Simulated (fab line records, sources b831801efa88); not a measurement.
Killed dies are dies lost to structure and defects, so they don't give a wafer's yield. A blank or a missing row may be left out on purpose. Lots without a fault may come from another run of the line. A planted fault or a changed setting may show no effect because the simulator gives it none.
Problem report in the 8D (eight disciplines) form, filled by code | flow sky130 | the parts of the form that need people (team, actions taken, sign-off) are left out

1. THE PROBLEM
head_pressure_psi at SKY_CONTACT_CMP_04 reads a mean of 3.574 psi on 6 wafers of 2 lots; wafers without a fault read 4.000 psi with a standard deviation of 0.0095. That is -45 standard deviations from the usual mean.
The step: polishes SiO2.
First seen on wafer L466.2, day 34 10:38, on cmp-01. The record holds 36 wafers of 12 lots with a number at this step. Rule for "out", or "out of limits": more than 4 standard deviations from the usual mean. The other wafers with a number count as sound.

2. WHAT IT IS AND WHAT IT IS NOT
question                    | is                     | is not
which readings at this step | head_pressure_psi      | edge_zone_pressure_frac, motor_current_A
which lots                  | L466, L467             | L455, L456, L457, L459, L462, L465, L469, L474, L476, L478
which wafers of those lots  | all that have a number | -
read on which tools         | cmp-01                 | cmp-02
when                        | from day 34 10:38      | up to then (18 sound wafers); but 12 sound wafers of L469, L474, L476, L478 came after

3. SUSPECTS, AND WHAT RULES EACH OUT
Counting: a tool at a process step up to the reading stays a suspect if it ran every lot that is out and no sound lot after the first of them.
- cmp-01 at SKY_CONTACT_CMP_04 (polishes SiO2): kept. It ran every lot that is out, first L466 (day 34 10:38), and no sound lot after that; its last sound lot up to then is L462 (day 33 01:02). Its own readings are out on those wafers: head_pressure_psi.
Left after counting: cmp-01 at SKY_CONTACT_CMP_04.

4. THE CAUSE (what the simulator had put in)
Process parameter drift: cmp-01, from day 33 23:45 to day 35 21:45, at SKY_CONTACT_CMP_04. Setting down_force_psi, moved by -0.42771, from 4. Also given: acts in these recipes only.
Counting left only this tool.

5. THE CHAIN OF EFFECTS, in route order
Each row: a reading whose mean over the struck wafers that have a number lies more than 3 standard deviations from the usual. Only readings for which the record gives a usual standard deviation are gone through. hours: the time from each lot's start at the first step in this table that gives one to its start at this step, as a median over the lots. sigmas: the change in usual standard deviations.
hours | step               | reading           | usual     | on struck wafers | change | sigmas
0     | SKY_CONTACT_CMP_04 | head_pressure_psi | 4.000 psi | 3.574            | -0.426 | -45
The process steps in it:
- SKY_CONTACT_CMP_04: polishes SiO2.

6. WHAT WOULD HAVE CAUGHT IT SOONER
In this record the first reading out of limits was taken at day 34 10:38, 11 hours after the fault began at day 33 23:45.
